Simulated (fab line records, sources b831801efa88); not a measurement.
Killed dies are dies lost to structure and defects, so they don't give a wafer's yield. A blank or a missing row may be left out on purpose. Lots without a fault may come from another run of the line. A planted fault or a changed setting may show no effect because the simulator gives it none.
Which tool did it? | flow gf180mcu | 6 lots, 18 wafers sampled, at 2 steps of a route of 602

WHAT THE GAUGES READ, wafer by wafer
GF_STI_CD_MEAS_12: target cd 220 nm.
lot  | measured    | on        | cd_nm (nm)
L969 | day 2 05:59 | cd_sem-02 | 221.0 221.4 221.3
L972 | day 2 22:00 | cd_sem-02 | 218.9 219.3 219.1
L977 | day 3 23:38 | cd_sem-02 | 220.3 218.2 218.9
L979 | day 4 11:40 | cd_sem-02 | 218.9 219.9 219.2
L985 | day 5 18:02 | cd_sem-02 | 220.5 219.8 221.1
L990 | day 6 18:20 | cd_sem-01 | 221.1 221.6 221.5

WHICH TOOL RAN EACH LOT (tool, then ch and the chambers of the sampled wafers, then the start)
lot  | GF_STI_EXPOSE_09
L969 | krf_scanner-01 ch 0, day 2 00:10
L972 | krf_scanner-02 ch 0, day 2 15:44
L977 | krf_scanner-02 ch 0, day 3 17:20
L979 | krf_scanner-01 ch 0, day 4 05:06
L985 | krf_scanner-01 ch 0, day 5 10:38
L990 | krf_scanner-01 ch 0, day 6 11:03
- GF_STI_EXPOSE_09: exposes mask COMP, target cd 220 nm.

THE ANSWER, worked out from the rows above alone
Rule: what is usual is taken from the lots themselves. Put in order of their means at a reading, lots are off if they are a third of the lots or fewer, leave a main group of 4 or more, and stand apart from it by a gap of 3 or more times the standard deviation of the main group's means; of several such gaps the widest counts. A main group whose means are all the same, to the digits that the tables above print for the reading, isn't used. A lot without any number at a reading at which 4 lots or more have one is off too. The other lots that the step has rows for count as sound.
No lot is off at any reading shown: from this, nothing can be told.

WHAT THE SIMULATOR HAD PUT IN
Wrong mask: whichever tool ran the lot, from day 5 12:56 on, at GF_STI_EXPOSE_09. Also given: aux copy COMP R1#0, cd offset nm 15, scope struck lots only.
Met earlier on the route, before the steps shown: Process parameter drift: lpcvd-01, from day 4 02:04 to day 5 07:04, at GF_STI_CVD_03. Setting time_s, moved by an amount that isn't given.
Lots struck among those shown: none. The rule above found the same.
